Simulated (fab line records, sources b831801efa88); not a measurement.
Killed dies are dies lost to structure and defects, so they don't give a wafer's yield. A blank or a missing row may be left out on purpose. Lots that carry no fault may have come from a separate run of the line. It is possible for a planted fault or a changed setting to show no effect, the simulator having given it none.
Problem report, 8D (eight disciplines) form, completed by code / flow sky130 / the parts of the form that need people (team, actions taken, sign-off) are left out

== 1. PROBLEM STATEMENT ==
Across 3 wafers from 3 lots, PASSIVATION_CVD_02_THK at SKY_PASSIVATION_THK_MEAS_03 averages 572 nm, while fault-free wafers read 539 nm with a standard deviation of 7. That puts it +4.7 standard deviations away from the usual mean.
First observed at day 46 00:52: wafer L421.4, on film metro-02. At this step, 31 wafers from 11 lots have a number in the record. By rule, "out" or "out of limits" means more than 4 standard deviations away from the usual mean. All remaining wafers that have a number are taken as sound.

== 2. WHAT IT IS, AND WHAT IT ISN'T ==
question=which readings at this step | is=PASSIVATION_CVD_02_THK | is not=-
question=which lots | is=L421, L422, L424 | is not=L415, L417, L419, L429, L433, L435, L436, L437
question=which wafers of those lots | is=L421.4, L422.4, L424.5 | is not=L421.6, L422.2, L424.1, L424.3
question=read on which gauges | is=film metro-02, film metro-03 | is not=film metro-01
question=when | is=from day 46 00:52 | is not=up to then (10 sound wafers); but 18 sound wafers of L422, L424, L429, L433, L435, L436, L437 came after

== 3. SUSPECTS, AND WHAT RULES EACH OUT ==
Counting: a tool at a process step up to the reading stays a suspect if it ran every lot that is out. Sound lots after the first of them don't rule it out here, since some wafers of a struck lot are sound.
- the gauge at SKY_PASSIVATION_THK_MEAS_03 is ruled out. The wafers that are out were read on 2 gauges (film metro-02, film metro-03).
- pecvd-02 at SKY_PASSIVATION_CVD_02 (deposits Si3N4, target thk 540 nm): kept. Ran every lot that is out, first one L421 (day 46 00:43); last sound lot up to then L419 (day 45 13:44).
Remaining after the count: pecvd-02 at SKY_PASSIVATION_CVD_02.

== 4. THE CAUSE (what the simulator had put in) ==
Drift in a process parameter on pecvd-02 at SKY_PASSIVATION_CVD_02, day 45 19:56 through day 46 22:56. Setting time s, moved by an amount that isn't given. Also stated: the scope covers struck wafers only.
This tool alone remained once counting was done.

== 5. SEQUENCE OF EFFECTS, ordered by route ==
One row per reading whose mean, taken over the struck wafers that have a number, lies over 3 standard deviations from the usual. Scope: only readings with a usual standard deviation given in the record; hours: median across lots of the time from each lot's start at the first step in this table that gives one to its start at this step; sigmas: change in usual standard deviations.
hours=0; step=SKY_PASSIVATION_THK_MEAS_03; reading=PASSIVATION_CVD_02_THK; usual=539 nm; on struck wafers=572; change=+33; sigmas=+4.7
hours=41; step=SKY_PAD_OPEN_ETCH_07; reading=oes product au; usual=0.977 a.u.; on struck wafers=1.002; change=+0.025; sigmas=+4.0
It contains these process steps:
- SKY_PAD_OPEN_ETCH_07: etches the open film in CF4/O2, stops on AlCu, target depth 725 nm, time 161.1 s.

== 6. WHAT WOULD HAVE CAUGHT IT SOONER ==
5 hours passed between the start of the fault at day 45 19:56 and the first reading out of limits at a measuring or inspecting step in this record, taken at day 46 00:52.
An alarm limit of 4 standard deviations would not have fired on the tool readings at SKY_PASSIVATION_CVD_02 for which the record gives a usual standard deviation, since none of them was out on any struck wafer.
Among the 3 lots that are out, L422, L424 began SKY_PASSIVATION_CVD_02 on pecvd-02 after day 46 00:52. A hold on the tool at that time would have spared those 2.
